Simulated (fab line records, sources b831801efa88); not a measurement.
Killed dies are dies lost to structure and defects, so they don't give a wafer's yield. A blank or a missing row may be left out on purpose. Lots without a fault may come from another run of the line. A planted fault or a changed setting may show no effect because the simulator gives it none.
Chamber matching | flow gf180mcu | GF_CONTACT_CMP_04 on cmp-02: 4 sister chambers
The step polishes SiO2. 8 wafers are shown with their chamber, then 9 later ones without.

WAFERS WITH THEIR CHAMBER
wafer  | chamber | motor_current_A (A) | time_to_endpoint_s (s)
L736.4 | 1       | 13.4                | 113
L736.6 | 2       | 11.1                | 114
L738.4 | 3       | 13.7                | 105
L740.1 | 2       | 10.6                | 105
L740.6 | 0       | 11.8                | 115
L742.3 | 3       | 13.5                | 104
L742.4 | 0       | 12.0                | 119
L742.5 | 1       | 13.4                | 115

WAFERS WITHOUT THEIR CHAMBER
wafer  | motor_current_A (A) | time_to_endpoint_s (s)
L745.1 | 11.1                | 104
L745.2 | 13.8                | 104
L745.6 | 11.9                | 115
L756.1 | 11.2                | 116
L756.2 | 13.1                | 104
L756.4 | 11.3                | 109
L757.1 | 12.4                | 110
L757.2 | 11.2                | 104
L757.6 | 10.5                | 105

WHICH CHAMBER EACH WENT THROUGH
wafer  | from the rows above     | in truth
L745.1 | 2                       | 2
L745.2 | 3                       | 3
L745.6 | 0                       | 0
L756.1 | can't be placed: 2 or 0 | 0
L756.2 | can't be placed: 3 or 1 | 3
L756.4 | can't be placed: 2 or 0 | 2
L757.1 | can't be placed: 0 or 1 | 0
L757.2 | 2                       | 2
L757.6 | 2                       | 2
Placed correctly: 5 of 9. Can't be placed from these rows: 4 (the true chamber is among the candidates in 4). Placed wrongly: 0.
How it was worked out, from the rows above alone: a wafer's distance from a chamber is the root of the sum, over the readings, of the square of ((its reading less the chamber's mean) divided by the reading's scatter). The wafer belongs to the nearest chamber; if the next one is less than 2 further off, it can't be placed. A chamber's mean is the mean of its shown wafers. The scatter: the root of (the sum of the squares of (reading less its chamber's mean) over the shown wafers, divided by (wafers less chambers)).
